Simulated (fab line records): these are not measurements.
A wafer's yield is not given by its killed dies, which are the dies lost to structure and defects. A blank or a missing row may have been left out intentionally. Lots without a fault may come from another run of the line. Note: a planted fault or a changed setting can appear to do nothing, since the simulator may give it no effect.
A single fault, viewed from 2 desks :: flow gf180mcu :: numbers are kept per desk, each desk with only its own; the story behind them comes last

## FOR THE TOOL OWNER'S DESK: pvd-sputter-04
The tool's own readings at GF_TOP_METAL_SPUTTER_04 (material TiN, target thk 25 nm, time 20.8 s): means of the sampled wafers that have a number, for each lot that ran on this tool. Any lot whose mean is over 4 standard deviations away from the usual mean is out of limits and marked OUT; that distance is given in the brackets.
Columns: A = throttle-valve-pct at GF_TOP_METAL_SPUTTER_04, usual 29.9 %
lot: L588
first seen here: day 29 00:05
A: 30.9

lot: L592
first seen here: day 30 03:12
A: 29.4

lot: L595
first seen here: day 31 02:08
A: 29.6

lot: L597
first seen here: day 31 08:31
A: 29.8
Finding of this desk: none of the 4 lots has anything out of limits.

## FROM THE METROLOGY DESK
Means of the sampled wafers that have a number, per lot and without regard to the tool the lot ran on: this is what the gauges read. Any lot whose mean is over 4 standard deviations away from the usual mean is out of limits and marked OUT; that distance is given in the brackets.
Columns: A = V5_W_RS at GF_V5_RS_MEAS_24, usual 0.327 ohm/sq; B = V5_W_THK at GF_V5_THK_MEAS_25, usual 353 nm; C = TOP_METAL_ALCU_RS at GF_TOP_METAL_RS_MEAS_05, usual 0.0327 ohm/sq; D = TOP_METAL_ALCU_THK at GF_TOP_METAL_THK_MEAS_06, usual 888 nm; E = cd-nm at GF_TOP_METAL_CD_MEAS_14, usual 439.7 nm; F = TOP_METAL_OVL at GF_TOP_METAL_OVL_MEAS_15, usual -0.5 nm
lot: L588
first seen here: day 28 23:25
A: 0.323
B: 361
C: 0.0331
D: 874
E: 442.9
F: -1.6

lot: L592
first seen here: day 30 02:31
A: 0.330
B: 348
C: 0.0327
D: 886
E: 437.4
F: 0.9

lot: L595
first seen here: day 31 01:29
A: 0.325
B: 359
C: 0.0328
D: 885
E: 441.0
F: 0.3

lot: L596
first seen here: day 31 06:40
A: 0.333
B: 349
C: 0.0328
D: 883
E: 441.3
F: 0.2

lot: L597
first seen here: day 31 07:52
A: 0.328
B: 355
C: 0.0330
D: 889
E: 436.0
F: -2.0

lot: L601
first seen here: day 32 07:23
A: 0.325
B: 357
C: 0.0325
D: 897
E: 439.4
F: -0.5
Finding of this desk: none of the 6 lots has anything out of limits.

## PUT TOGETHER
The desk of the tool owner found nothing out of limits.
Nothing out of limits was seen by the metrology desk.

## WHAT WAS PUT IN BY THE SIMULATOR
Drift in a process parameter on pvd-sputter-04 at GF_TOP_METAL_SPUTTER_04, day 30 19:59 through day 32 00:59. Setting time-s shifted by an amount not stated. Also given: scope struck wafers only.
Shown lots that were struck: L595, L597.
